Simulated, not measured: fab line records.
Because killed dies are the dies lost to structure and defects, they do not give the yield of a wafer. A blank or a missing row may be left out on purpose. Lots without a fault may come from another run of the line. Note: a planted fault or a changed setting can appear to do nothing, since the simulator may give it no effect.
Which tool was responsible? || flow sky130 || 6 lots, 18 wafers sampled, at 3 steps of a route of 708

== WHAT THE GAUGES READ, wafer by wafer ==
SKY_SONOS_ONO_THK_MEAS_03.
{"lot": "L702", "measured": "day 11 18:29", "on": "film-metro-03", "SONOS_ONO_CVD_02_THK (nm)": "10.81 10.83 10.66"}
{"lot": "L708", "measured": "day 13 23:42", "on": "film-metro-03", "SONOS_ONO_CVD_02_THK (nm)": "5.83 5.79 5.72 5.87 5.81 5.74"}
{"lot": "L710", "measured": "day 14 08:07", "on": "film-metro-03", "SONOS_ONO_CVD_02_THK (nm)": "5.70 5.80 5.76 5.73 5.71 5.79"}
{"lot": "L717", "measured": "day 17 23:51", "on": "film-metro-04", "SONOS_ONO_CVD_02_THK (nm)": "10.55 10.51 10.52"}
{"lot": "L721", "measured": "day 18 10:29", "on": "film-metro-03", "SONOS_ONO_CVD_02_THK (nm)": "10.63 10.64 10.59"}
{"lot": "L723", "measured": "day 18 21:26", "on": "film-metro-01", "SONOS_ONO_CVD_02_THK (nm)": "10.39 10.35 10.40"}

== WHAT TOOL EACH LOT RAN ON (gives the tool, then ch and the chambers of the sampled wafers, and finally the start) ==
{"lot": "L702", "SKY_VT_ADJUST_LVTN_STRIP_20": "plasma-asher-01 ch 0,1, day 7 20:38", "SKY_SONOS_ONO_CVD_02": "lpcvd-02 ch 0, day 11 17:26"}
{"lot": "L708", "SKY_VT_ADJUST_LVTN_STRIP_20": "plasma-asher-04 ch 0,1, day 9 18:47", "SKY_SONOS_ONO_CVD_02": "lpcvd-02 ch 1, day 13 22:39"}
{"lot": "L710", "SKY_VT_ADJUST_LVTN_STRIP_20": "plasma-asher-03 ch 0,1, day 10 02:50", "SKY_SONOS_ONO_CVD_02": "lpcvd-02 ch 1, day 14 07:04"}
{"lot": "L717", "SKY_VT_ADJUST_LVTN_STRIP_20": "plasma-asher-04 ch 0,1, day 13 04:22", "SKY_SONOS_ONO_CVD_02": "lpcvd-02 ch 0, day 17 22:46"}
{"lot": "L721", "SKY_VT_ADJUST_LVTN_STRIP_20": "plasma-asher-04 ch 0,1, day 13 15:31", "SKY_SONOS_ONO_CVD_02": "lpcvd-02 ch 1, day 18 08:53"}
{"lot": "L723", "SKY_VT_ADJUST_LVTN_STRIP_20": "plasma-asher-01 ch 0,1, day 13 22:38", "SKY_SONOS_ONO_CVD_02": "lpcvd-02 ch 0, day 18 20:23"}
- SKY_VT_ADJUST_LVTN_STRIP_20: strips in O2/N2.
- SKY_SONOS_ONO_CVD_02: deposits Si3N4 from DCS/NH3, target thk 10.5 nm, time 180 s.

== THE ANSWER, worked out from the rows above alone ==
Rule: the usual values come from the lots themselves. Put in order of their means at a reading, lots are off if they are a third of the lots or fewer, leave a main group of 4 or more, and stand apart from it by a gap of 3 or more times the standard deviation of the main group's means; of several such gaps the widest counts. A main group is skipped when, at the precision printed for the reading in the tables above, its means are all equal. A lot without any number at a reading at which 4 lots or more have one is off too. All remaining lots with rows at the step are treated as sound.
Off: L708, L710, seen at SKY_SONOS_ONO_THK_MEAS_03 (SONOS_ONO_CVD_02_THK). The main group has a mean of 10.57 nm with a standard deviation of 0.14.
A tool fits if, at a process step before that reading, it ran every lot that is off, and no sound lot after the first of them. Those tools and the gauges at SKY_SONOS_ONO_THK_MEAS_03 are tried in the same way. None of those tried fits.

== WHAT THE SIMULATOR HAD PUT IN ==
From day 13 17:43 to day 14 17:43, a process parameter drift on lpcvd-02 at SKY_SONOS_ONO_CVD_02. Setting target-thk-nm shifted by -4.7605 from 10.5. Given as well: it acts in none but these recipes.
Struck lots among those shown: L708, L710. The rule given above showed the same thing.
